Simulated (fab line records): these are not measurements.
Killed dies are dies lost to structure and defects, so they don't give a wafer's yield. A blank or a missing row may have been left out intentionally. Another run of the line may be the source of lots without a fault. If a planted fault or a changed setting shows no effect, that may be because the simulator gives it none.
fab line records	flow sky130
record: lots: 11	wafers: 33	last_day: 50
route steps=708 shown SD_N@356 LI_CONTACT@381 CONTACT@408 PAD_OPEN@708
lots untouched by any fault: they come from a run of this same line in which no faults occurred
start_h: hours from the record's first day to the start of the lot's first wafer shown	wait_h: hours since the lot's step before	" unchanged from the row above	L1.1+2: a single row standing in for several wafers	- value missing, or start not given	* or withheld: withheld	< > ~ a bound
route shown NAME@n: NAME is a module with steps in the file, n the number in the route of the first one	usual: mean/standard deviation taken from wafers without a fault	same: alike in all rows	chamber/n: place in a boat	sites: per-site readings	_std_site: standard deviation of those values	_edge_site: the outer-site mean with the inner-site mean subtracted	radius_mm: for every site, how far away it sits from the centre of the wafer	mask NAME#n: copy n	behind: the most recent tool/chamber to have shaped the wafer	hold: why the lot went on hold/how many hours it stayed there/how the hold came to an end	device: transistor that didn't switch, given as n, p or np	end of line: at the end of the route, the tests of the same wafers	step lacking rows: just its recipe	killed: dies lost to structure and defects at the first sort, not the wafer's yield	map: dies across one wafer; x = killed, . = not, _ = none there
set.NAME: the setting that was run; set.NAME@STEP: the one run at that earlier step	model.NAME: the simulator's own value behind a step, which no gauge read
a sample of lots followed through the steps of the route, with each step as a table and each wafer as a row
services: a tool's chamber out of use, with start hour (start_h, from the record's first day; less than 0 if before it), hours out, and reason
== steps ==
step: SKY_SD_N_RTA_14
recipe: temp_c: 1075	time_s: 2	idle_temp_c: 650	ramp_up_c_per_s: 150	ramp_down_c_per_s: 90	ambient: N2
usual: lamp_power_pct: 15.73/0.052	wafer_temp_C_max: 1078.1/1.3
lot.wafer	tool	chamber	start_h	wait_h	lamp_power_pct	wafer_temp_C_max
L636.1	rtp_anneal-02	0	652.19	0.0	15.72	1078.4
L636.3	"	0	"	"	15.85	1079.2
L636.6	"	0	"	"	15.71	1078.5
L637.4	rtp_anneal-01	0	674.67	0.0	15.66	1077.4
L637.5	"	0	"	"	15.70	1076.9
L637.6	"	0	"	"	15.74	1077.3
L639.3	rtp_anneal-01	0	681.27	0.0	15.75	1080.4
L639.4	"	0	"	"	15.69	1079.3
L639.6	"	0	"	"	15.70	1078.4
L642.1	rtp_anneal-02	0	703.64	0.0	15.82	1077.6
L642.2	"	0	"	"	15.76	1078.0
L642.5	"	0	"	"	15.69	1079.4
L650.3	rtp_anneal-02	0	773.48	0.0	15.84	1078.2
L650.4	"	0	"	"	15.75	1076.6
L650.5	"	0	"	"	15.72	1080.8
L651.1	rtp_anneal-01	0	784.96	0.0	15.69	1078.6
L651.3	"	0	"	"	15.65	1077.5
L651.5	"	0	"	"	15.71	1077.9
L652.4	rtp_anneal-02	0	805.06	0.0	15.76	1080.2
L652.5	"	0	"	"	15.72	1079.9
L652.6	"	0	"	"	15.65	1076.4
L654.1	rtp_anneal-02	0	807.13	0.0	15.75	1078.2
L654.3	"	0	"	"	15.65	1075.8
L654.5	"	0	"	"	15.71	1078.7
L655.3	rtp_anneal-01	0	808.35	0.0	15.75	1077.4
L655.4	"	0	"	"	15.75	1075.6
L655.6	"	0	"	"	15.74	1078.2
L656.2	rtp_anneal-02	0	818.25	0.0	15.71	1079.6
L656.3	"	0	"	"	15.74	1079.1
L656.5	"	0	"	"	15.75	1076.9
L658.2	rtp_anneal-02	0	830.56	0.0	15.66	1077.5
L658.3	"	0	"	"	15.67	1076.5
L658.4	"	0	"	"	15.69	1076.9
step: SKY_LI_CONTACT_SPUTTER_19
recipe: material: Ti	target_thk_nm: 20	chamber_pressure_pa: 5	power_w: 2500	substrate_temp_c: 200	time_s: 106.37
usual: throttle_valve_pct: 29.9/1.1
lot.wafer	tool	chamber	start_h	wait_h	throttle_valve_pct
L636.1	pvd_sputter-01	-	682.11	0.0	29.8
L636.3	"	-	"	"	29.1
L636.6	"	-	"	"	30.9
L637.4	pvd_sputter-01	-	704.15	0.0	29.1
L637.5	"	-	"	"	29.3
L637.6	"	-	"	"	29.8
L639.3	pvd_sputter-04	-	710.97	0.0	32.4
L639.4	"	-	"	"	31.4
L639.6	"	-	"	"	31.2
L642.1	pvd_sputter-01	-	732.71	0.0	30.8
L642.2	"	-	"	"	29.6
L642.5	"	-	"	"	28.8
L650.3	pvd_sputter-01	-	801.99	0.0	29.7
L650.4	"	-	"	"	28.9
L650.5	"	-	"	"	30.8
L651.1	pvd_sputter-02	-	814.07	0.0	28.1
L651.3	"	-	"	"	29.6
L651.5	"	-	"	"	28.9
L652.4	pvd_sputter-02	-	833.42	0.0	29.1
L652.5	"	-	"	"	29.3
L652.6	"	-	"	"	28.6
L654.1	pvd_sputter-02	-	835.94	0.0	28.1
L654.3	"	-	"	"	30.1
L654.5	"	-	"	"	30.3
L655.3	pvd_sputter-01	-	836.91	0.0	30.5
L655.4	"	-	"	"	29.8
L655.6	"	-	"	"	28.9
L656.2	pvd_sputter-02	-	846.11	0.0	30.1
L656.3	"	-	"	"	29.5
L656.5	"	-	"	"	27.9
L658.2	pvd_sputter-04	-	858.23	0.0	32.4
L658.3	"	-	"	"	31.7
L658.4	"	-	"	"	31.4
step: SKY_CONTACT_HDPCVD_02
recipe: material: SiO2	target_thk_nm: 565	sigma_open_frac: 0.3	time_s: 94.2	temp_c: 600	sih4_flow_sccm: 60	pressure_mtorr: 6
usual: pressure_mtorr: 6.001/0.012	sih4_flow_sccm: 59.99/0.19
lot.wafer	tool	chamber	start_h	wait_h	pressure_mtorr	sih4_flow_sccm
L636.1	hdpcvd-02	1	712.25	0.1	6.002	59.96
L636.3	"	0	"	"	6.016	60.24
L636.6	"	0	"	"	6.018	59.96
L637.4	hdpcvd-02	2	733.26	0.1	6.010	60.14
L637.5	"	0	"	"	5.986	59.68
L637.6	"	1	"	"	5.992	59.98
L639.3	hdpcvd-01	0	740.67	0.0	5.962	60.22
L639.4	"	2	"	"	6.016	59.86
L639.6	"	0	"	"	5.984	59.90
L642.1	hdpcvd-02	2	762.32	0.1	5.991	59.96
L642.2	"	1	"	"	6.015	48.10
L642.5	"	2	"	"	6.001	59.86
L650.3	hdpcvd-02	1	831.17	0.0	6.004	59.92
L650.4	"	1	"	"	6.011	59.95
L650.5	"	0	"	"	5.985	59.86
L651.1	hdpcvd-02	0	843.67	0.1	5.999	59.70
L651.3	"	2	"	"	6.014	59.98
L651.5	"	2	"	"	6.011	60.09
L652.4	hdpcvd-02	1	862.29	0.1	6.024	59.88
L652.5	"	0	"	"	6.009	60.05
L652.6	"	1	"	"	6.023	59.78
L654.1	hdpcvd-02	0	864.24	0.1	5.983	60.03
L654.3	"	2	"	"	6.004	59.80
L654.5	"	2	"	"	5.987	60.06
L655.3	hdpcvd-02	2	865.66	0.0	6.000	59.96
L655.4	"	1	"	"	6.001	60.12
L655.6	"	2	"	"	6.007	59.71
L656.2	hdpcvd-01	0	874.26	0.0	6.017	60.21
L656.3	"	2	"	"	5.999	59.90
L656.5	"	1	"	"	6.005	59.85
L658.2	hdpcvd-01	2	885.91	0.0	6.025	59.70
L658.3	"	1	"	"	5.990	60.20
L658.4	"	0	"	"	6.005	59.72
step: SKY_CONTACT_THK_MEAS_03
recipe: reads: SiO2_of_CONTACT_HDPCVD_02
usual: CONTACT_HDPCVD_THK: 564/6.4
lot.wafer	tool	chamber	start_h	wait_h	CONTACT_HDPCVD_THK[nm]
L636.1	film_metro-01	-	712.35	0.1	566
L636.3	"	-	"	"	566
L636.6	"	-	"	"	571
L637.4	film_metro-04	-	733.32	0.0	562
L637.5	"	-	"	"	555
L637.6	"	-	"	"	555
L639.3	film_metro-03	-	740.76	0.1	558
L639.4	"	-	"	"	555
L639.6	"	-	"	"	553
L642.1	film_metro-01	-	762.39	0.0	573
L642.2	"	-	"	"	455
L642.5	"	-	"	"	572
L650.3	film_metro-03	-	831.26	0.1	566
L650.4	"	-	"	"	569
L650.5	"	-	"	"	568
L651.1	film_metro-04	-	843.74	0.0	572
L651.3	"	-	"	"	562
L651.5	"	-	"	"	566
L652.4	film_metro-03	-	862.39	0.1	566
L652.5	"	-	"	"	573
L652.6	"	-	"	"	563
L654.1	film_metro-03	-	864.31	0.0	566
L654.3	"	-	"	"	565
L654.5	"	-	"	"	567
L655.3	film_metro-03	-	865.75	0.1	571
L655.4	"	-	"	"	571
L655.6	"	-	"	"	576
L656.2	film_metro-04	-	874.34	0.0	564
L656.3	"	-	"	"	570
L656.5	"	-	"	"	565
L658.2	film_metro-01	-	885.99	0.0	566
L658.3	"	-	"	"	564
L658.4	"	-	"	"	566
step: SKY_CONTACT_CMP_04
recipe: material: SiO2	down_force_psi: 4	platen_rpm: 60	pad_velocity_m_s: 0.94248
usual: motor_current_A: 12.1/1.1	retaining_ring_pressure_frac: 0.999/0.0047	slurry_filter_dp_kPa: 13.50/0.15	time_to_endpoint_s: 80/3.5
lot.wafer	tool	chamber	start_h	wait_h	motor_current_A	retaining_ring_pressure_frac	slurry_filter_dp_kPa	time_to_endpoint_s
L636.3	cmp-01	0	712.46	0.1	11.7	1.002	13.60	74
L636.1	"	1	"	"	12.0	0.995	13.43	76
L636.6	"	0	"	"	11.9	1.003	13.59	81
L637.4	cmp-02	3	733.50	0.2	10.7	1.004	13.60	78
L637.5	"	0	"	"	13.2	0.994	13.55	78
L637.6	"	1	"	"	12.9	0.993	13.15	81
L639.4	cmp-02	3	740.80	0.0	11.2	1.002	13.20	76
L639.3	"	0	"	"	14.1	0.997	13.37	78
L639.6	"	0	"	"	14.0	0.995	13.66	74
L642.2	cmp-02	1	762.45	0.0	12.9	0.991	13.61	42
L642.1	"	3	"	"	11.1	1.004	13.43	86
L642.5	"	1	"	"	13.2	0.998	13.52	83
L650.3	cmp-01	1	831.59	0.3	11.9	0.999	13.36	86
L650.4	"	2	"	"	13.5	0.999	13.54	85
L650.5	"	0	"	"	11.4	1.000	13.55	84
L651.1	cmp-01	1	843.90	0.1	11.8	1.002	13.48	82
L651.3	"	2	"	"	13.2	0.988	13.70	78
L651.5	"	3	"	"	10.8	0.998	13.48	77
L652.4	cmp-02	1	862.47	0.1	12.7	1.006	13.56	80
L652.5	"	0	"	"	14.3	1.005	13.52	81
L652.6	"	1	"	"	13.2	1.009	13.35	81
L654.3	cmp-01	3	864.37	0.0	10.9	1.005	13.36	80
L654.1	"	2	"	"	13.7	0.993	13.42	81
L654.5	"	0	"	"	11.8	1.008	13.63	82
L655.3	cmp-02	2	865.84	0.1	10.9	1.003	13.82	85
L655.4	"	0	"	"	13.6	1.000	13.32	83
L655.6	"	1	"	"	13.2	1.008	13.75	87
L656.3	cmp-02	1	874.39	0.0	13.0	1.001	13.42	84
L656.2	"	0	"	"	13.7	0.983	13.25	78
L656.5	"	2	"	"	11.2	1.003	13.41	79
L658.3	cmp-01	2	886.04	0.0	13.6	1.003	13.47	84
L658.2	"	0	"	"	12.3	1.000	13.33	81
L658.4	"	1	"	"	11.6	0.999	13.63	81
step: SKY_CONTACT_CD_MEAS_14
recipe: target_cd_nm: 170
usual: cd_nm: 170.4/1.7
lot.wafer	tool	chamber	start_h	wait_h	cd_nm
L636.1	cd_sem-01	-	740.40	-	167.3
L636.3	"	-	"	"	167.9
L636.6	"	-	"	"	169.0
L637.4	cd_sem-01	-	761.43	-	172.0
L637.5	"	-	"	"	171.6
L637.6	"	-	"	"	171.5
L639.3	cd_sem-02	-	768.96	-	170.2
L639.4	"	-	"	"	170.9
L639.6	"	-	"	"	171.0
L642.1	cd_sem-01	-	789.98	-	170.5
L642.2	"	-	"	"	168.7
L642.5	"	-	"	"	170.5
L650.3	cd_sem-02	-	858.26	-	169.4
L650.4	"	-	"	"	169.8
L650.5	"	-	"	"	167.9
L651.1	cd_sem-01	-	871.12	-	171.2
L651.3	"	-	"	"	172.8
L651.5	"	-	"	"	171.8
L652.4	cd_sem-02	-	888.58	-	169.3
L652.5	"	-	"	"	168.2
L652.6	"	-	"	"	168.2
L654.1	cd_sem-01	-	890.94	-	171.6
L654.3	"	-	"	"	172.1
L654.5	"	-	"	"	172.3
L655.3	cd_sem-01	-	891.89	-	169.3
L655.4	"	-	"	"	171.3
L655.6	"	-	"	"	171.6
L656.2	cd_sem-02	-	900.59	-	171.8
L656.3	"	-	"	"	169.2
L656.5	"	-	"	"	169.0
L658.2	cd_sem-02	-	911.66	-	169.9
L658.3	"	-	"	"	169.2
L658.4	"	-	"	"	169.9
step: SKY_PAD_OPEN_PROBE_99
usual: killed_at_M0_to_M3: 43/7.4	killed_at_M4_up: 3.1/1.9	killed_at_contacts: 25/5.4	killed_at_front_end: 15/4.3	killed_at_other: 0.3/0.54	killed_dies: 86/10	killed_open: 46/7.4	killed_short: 40/7
same: gross_dies: 492	killed_at_back_side: 0
lot.wafer	tool	chamber	start_h	wait_h	killed_at_M0_to_M3	killed_at_M4_up	killed_at_contacts	killed_at_front_end	killed_at_other	killed_dies	killed_open	killed_short
L642.1	prober-02	-	1119.84	0.1	40	9	26	22	0	97	46	50
L642.2	prober-02	-	1119.89	0.1	35	2	30	13	1	81	44	37
L642.5	prober-02	-	1120.04	0.2	42	4	20	16	0	82	43	39
killed by level:class
L642.1 METAL4:geometric_particle:short=9 VIA1:geometric_particle:open=8 CONTACT:geometric_particle:open=7 LI_CONTACT:geometric_particle:open=7 VIA2:geometric_particle:short=7 FIELD_ISO:geometric_particle:short=6 LI_CONTACT:geometric_particle:short=6 VIA2:geometric_particle:open=6
L642.2 CONTACT:geometric_particle:open=9 VIA1:geometric_particle:open=9 LI_CONTACT:geometric_particle:open=8 LOCAL_INTERCONNECT:geometric_particle:short=5 VIA2:geometric_particle:open=5 LI_CONTACT:geometric_particle:short=4 VIA3:geometric_particle:short=4 SPACER:geometric_particle:short=3
L642.5 VIA3:geometric_particle:open=8 CONTACT:geometric_particle:open=7 METAL2:geometric_particle:short=7 VIA1:geometric_particle:open=6 VIA2:geometric_particle:open=6 VIA1:geometric_particle:short=5 FIELD_ISO:geometric_particle:short=4 FIELD_ISO:geometric_particle:open=4
== services ==
tool	chamber	start_h	hours	kind
cmp-01	-	641.54	0.6	repair
cmp-01	-	648.69	6.5	repair
hdpcvd-02	-	650.75	15.0	pm
pvd_sputter-02	-	662.18	3.1	repair
pvd_sputter-01	-	670.51	5.3	repair
hdpcvd-01	-	671.89	1.5	repair
hdpcvd-02	2	707.87	15.8	repair
hdpcvd-01	-	709.49	14.4	repair
cmp-01	-	714.46	2.6	repair
pvd_sputter-02	-	720.07	14.5	repair
cmp-02	-	733.94	2.8	repair
hdpcvd-02	-	743.71	0.3	repair
cmp-01	-	744.13	4.0	pm
cmp-02	-	744.29	1.5	repair
pvd_sputter-02	-	745.22	3.9	repair
cmp-01	-	761.53	3.9	repair
pvd_sputter-02	-	767.52	5.3	repair
pvd_sputter-01	-	781.14	1.9	repair
cmp-02	-	817.57	0.8	repair
cmp-02	-	837.78	4.6	pm
hdpcvd-02	-	848.89	1.6	repair
hdpcvd-02	2	859.31	3.6	repair
cmp-01	-	869.16	5.3	pm
cmp-02	-	874.69	11.1	pm
== key ==
first_sign: step: SKY_CONTACT_HDPCVD_02	reading: sih4_flow_sccm	direction: down	sigmas: 64	usual: 59.99	struck: 48.10
effect: step: SKY_CONTACT_THK_MEAS_03	reading: CONTACT_HDPCVD_THK	direction: down	sigmas: 17	usual: 564	struck: 455
effect: step: SKY_CONTACT_CMP_04	reading: time_to_endpoint_s	direction: down	sigmas: 11	usual: *	struck: *
met_at SKY_CONTACT_HDPCVD_02
struck_lots L642
struck_wafers L642.2
tester_left_out L642
not_acting_at SKY_SD_N_RTA_14,SKY_LI_CONTACT_SPUTTER_19,SKY_CONTACT_CD_MEAS_14
onset_between 733.26 762.32
fault: kind: process_parameter_drift	tool: hdpcvd-02	chamber: 1	onset_h: 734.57	steps: SKY_CONTACT_HDPCVD_02	channel: sih4_flow_sccm	offset: -12	shape: step	end_h: 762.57	acts_in: these_recipes_only	stated: 60
tester_left_out: of these lots the tester's yield and bins aren't shown, on N5 and GAA mostly nor the transistor test; their killed dies are dies lost to structure and defects alone, not to doping, threshold or leakage, so they don't give the yield
